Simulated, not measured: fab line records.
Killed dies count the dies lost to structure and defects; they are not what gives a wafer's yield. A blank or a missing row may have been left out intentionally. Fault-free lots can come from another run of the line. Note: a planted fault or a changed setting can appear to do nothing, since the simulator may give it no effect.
Which tool was responsible?	flow sky130	13 lots with 39 wafers sampled at 2 steps, on a route of 708 steps

## WHAT EACH GAUGE READ, for each wafer
SKY_POLY_GATE_CD_MEAS_13: the cd target is 150 nm. Usual: 150.6 nm for cdNm, sd 1.2.
lot	measured	on	cdNm (nm)	flag
L317	day 15 22:47	cdSem-01	150.9 151.4 150.7	
L318	day 16 08:17	cdSem-02	150.9 150.6 151.0	
L321	day 17 17:41	cdSem-02	149.6 151.1 150.1	
L322	day 18 02:25	cdSem-02	150.2 150.3 151.6	
L323	day 18 18:05	cdSem-01	150.2 149.2 148.9	
L324	day 18 21:26	cdSem-02	149.1 149.8 150.1	
L325	day 19 07:08	cdSem-02	150.8 152.1 150.6	
L327	day 20 03:44	cdSem-01	150.8 150.5 149.4	
L329	day 21 02:11	cdSem-01	173.2 173.5 174.5	OFF
L337	day 23 18:12	cdSem-02	150.9 149.7 149.9	
L338	day 24 04:38	cdSem-02	147.9 147.3 148.5	
L339	day 24 19:41	cdSem-02	150.5 150.3 149.7	
L340	day 25 11:32	cdSem-01	150.7 151.7 151.6	

## WHICH TOOL RAN EACH LOT (tool, then ch and the chambers of the sampled wafers, then the start)
lot	SKY_POLY_GATE_EXPOSE_10
L317	krfScanner-02 ch 0, day 15 09:58
L318	krfScanner-02 ch 0, day 15 18:42
L321	krfScanner-01 ch 0, day 17 03:22
L322	krfScanner-02 ch 0, day 17 11:55
L323	krfScanner-02 ch 0, day 18 02:58
L324	krfScanner-01 ch 0, day 18 06:05
L325	krfScanner-02 ch 0, day 18 16:20
L327	krfScanner-02 ch 0, day 19 11:55
L329	krfScanner-01 ch 0, day 20 10:41
L337	krfScanner-01 ch 0, day 23 02:54
L338	krfScanner-02 ch 0, day 23 13:46
L339	krfScanner-01 ch 0, day 24 05:22
L340	krfScanner-01 ch 0, day 24 20:37
- SKY_POLY_GATE_EXPOSE_10: exposes mask P1M, target cd 150 nm.

## AS READ BY THE TOOLS THEMSELVES (means over the sampled wafers that have a number; for cases with no such wafer, the mark the record gives instead)
The record holds no such reading with a usual standard deviation.

## THE ANSWER, worked out from the rows above alone
Rule: a lot is off if the mean of its wafers that have a number lies more than 3 standard deviations from the usual mean. Also off: a lot with no number at a reading for which 4 or more lots have one. All remaining lots with rows at the step are treated as sound. First the gauges in route order, then the tools' own readings, where a lot's mean is used as printed above. At the first step where some lot is off, the reading lying furthest off is the one used; lots without a number count as furthest.
Off, at SKY_POLY_GATE_CD_MEAS_13 on cdNm: L329.
A tool fits if, at a process step before that reading, it ran every lot that is off, and no sound lot after the first of them. Gauges at SKY_POLY_GATE_CD_MEAS_13: tried the same way as those tools. No candidate that was tried fits.

## WHAT WAS PUT IN BY THE SIMULATOR
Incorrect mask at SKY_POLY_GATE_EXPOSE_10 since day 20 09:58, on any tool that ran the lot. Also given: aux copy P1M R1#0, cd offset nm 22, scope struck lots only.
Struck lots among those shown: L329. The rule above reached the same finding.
